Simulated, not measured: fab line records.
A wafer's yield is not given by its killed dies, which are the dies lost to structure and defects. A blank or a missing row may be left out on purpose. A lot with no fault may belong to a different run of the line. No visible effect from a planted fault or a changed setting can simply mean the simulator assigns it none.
A lot that was struck, set against a sound lot / flow sky130 / 19 steps out of a route of 708
Sound: the wafers L716.1, L716.2, L716.5. Struck: wafers L715.3, L715.4, L715.6. The cause is named last.
For every step that has rows: the tool of each side, followed by ch and its chambers, followed by its first start. Under that, the readings that differ: sound wafers / struck wafers / difference of the means / sigmas: that difference in standard deviations of wafers without a fault.
alike: readings whose means differ by less than 2 such deviations, and words and numbers that are the same on both sides. not compared: withheld readings, readings that some wafer has no value for, bounds like >300 that may hide the same value, and numbers for which the record gives no deviation and whose values overlap.
A row with sigmas, a row that says differs or no value, or rows on one side alone: a step with any of these is where the two part. Numbers that don't overlap but have no deviation are shown without sigmas and don't part them. Lack of a reading on every wafer of one side parts them only where that side has two or more wafers.

first, 1 step without rows for these wafers: SKY_POLY_CUT_DEVELOP_07 (develop time 60 s).
SKY_POLY_CUT_CD_MEAS_08 targets a cd of 270 nm.
  sound on cdSem-01, day 27 10:10; struck on cdSem-01, day 27 00:43
  alike: cdNm
SKY_POLY_CUT_OVL_MEAS_09:
  sound on overlay-01, day 27 10:17; struck on overlay-01, day 27 00:49
  alike: POLY_CUT_OVL
SKY_POLY_CUT_ETCH_10: etches BARC in N2/H2, stops on SiO2, time 45.9 s, target depth 60 nm.
  sound on rieDiel-01 ch 0,1, day 27 10:20; struck on rieDiel-01 ch 1,2,3, day 27 00:50
  alike: drypumpMotorCurrentA, oesProductAu, throttleValvePct
  not compared: rfHoursCounterH
SKY_POLY_CUT_ETCH_11: etches Si3N4 in CF4/CH2F2/Ar, stops on poly-Si, time 42.5 s, target depth 60 nm.
  sound on rieDiel-01 ch 0,1, day 27 10:22; struck on rieDiel-01 ch 1,2,3, day 27 00:53
reading=oesProductAu (a.u.); sound=0.841 0.839 0.845; struck=0.820 0.820 0.825; difference=-0.020; sigmas=-3
  alike: drypumpMotorCurrentA, throttleValvePct
  not compared: rfHoursCounterH
SKY_POLY_CUT_STRIP_12: strips in O2/N2.
  sound on plasmaAsher-01 ch 0,1, day 27 10:25; struck on plasmaAsher-02 ch 0,1, day 27 00:58
  alike: drypumpMotorCurrentA, oesProductAu, stripTimeToEndpointS
  not compared: rfHoursCounterH
then, 6 steps without rows for these wafers: SKY_SD_P_DEHYDRATE_00 (time 60 s); SKY_SD_P_HMDS_01 (prime time 60 s); SKY_SD_P_COAT_02 (resist thk 1140 nm); SKY_SD_P_SOFTBAKE_03 (time 60 s); SKY_SD_P_EXPOSE_04 (exposes mask PSDM, target cd 380 nm); SKY_SD_P_PEB_05.
SKY_SD_P_DEVELOP_06: develop time 60 s.
  sound on lithoTrack-04 ch 0, day 28 14:49; struck on lithoTrack-02 ch 0, day 28 05:35
SKY_SD_P_OVL_MEAS_08:
  sound on overlay-02, day 28 15:05; struck on overlay-01, day 28 05:49
  alike: SD_P_OVL
next, for these wafers, 1 step has no rows: SKY_SD_P_IMPLANT_09.
SKY_SD_P_STRIP_10: strips in O2/N2.
  sound on plasmaAsher-04 ch 0,1, day 28 15:16; struck on plasmaAsher-03 ch 0,1, day 28 06:01
  alike: drypumpMotorCurrentA, oesProductAu, stripTimeToEndpointS
  not compared: rfHoursCounterH
SKY_SD_P_TW_MEAS_11:
  sound on filmMetro-04, day 28 15:22; struck on filmMetro-03, day 28 06:07
reading=SD_P_TW; sound=2829 2825 2842; struck=30 30 30; difference=-2802; sigmas=-99 or more
then, 1 step without rows for these wafers: SKY_RES_XHIGH_DEHYDRATE_00 (time 60 s).
-- here the record skips 19 days between the struck wafers' starts before and after, leaving off in module RES_XHIGH and picking up in module PAD_OPEN (first step shown: number 708 of the route) --
SKY_PAD_OPEN_PROBE_99:
  sound on prober-01, day 48 00:07; struck on prober-02, day 47 16:39
reading=killedAtFrontEnd; sound=18 15 13; struck=427 417 410; difference=+403; sigmas=+88
reading=killedDies; sound=88 77 89; struck=492 492 492; difference=+407; sigmas=+41
reading=killedOnRim; sound=21 14 16; struck=96 96 96; difference=+79; sigmas=+23
  alike: killed_at_M0_to_M3, killed_at_M4_up, killedAtContacts, killedAtOther, killedOpen, killedShort

== WHERE THEY PART ==
Last at SKY_PAD_OPEN_PROBE_99 as far as this record goes, first at SKY_POLY_CUT_ETCH_11.

WHY: what the simulator had put in
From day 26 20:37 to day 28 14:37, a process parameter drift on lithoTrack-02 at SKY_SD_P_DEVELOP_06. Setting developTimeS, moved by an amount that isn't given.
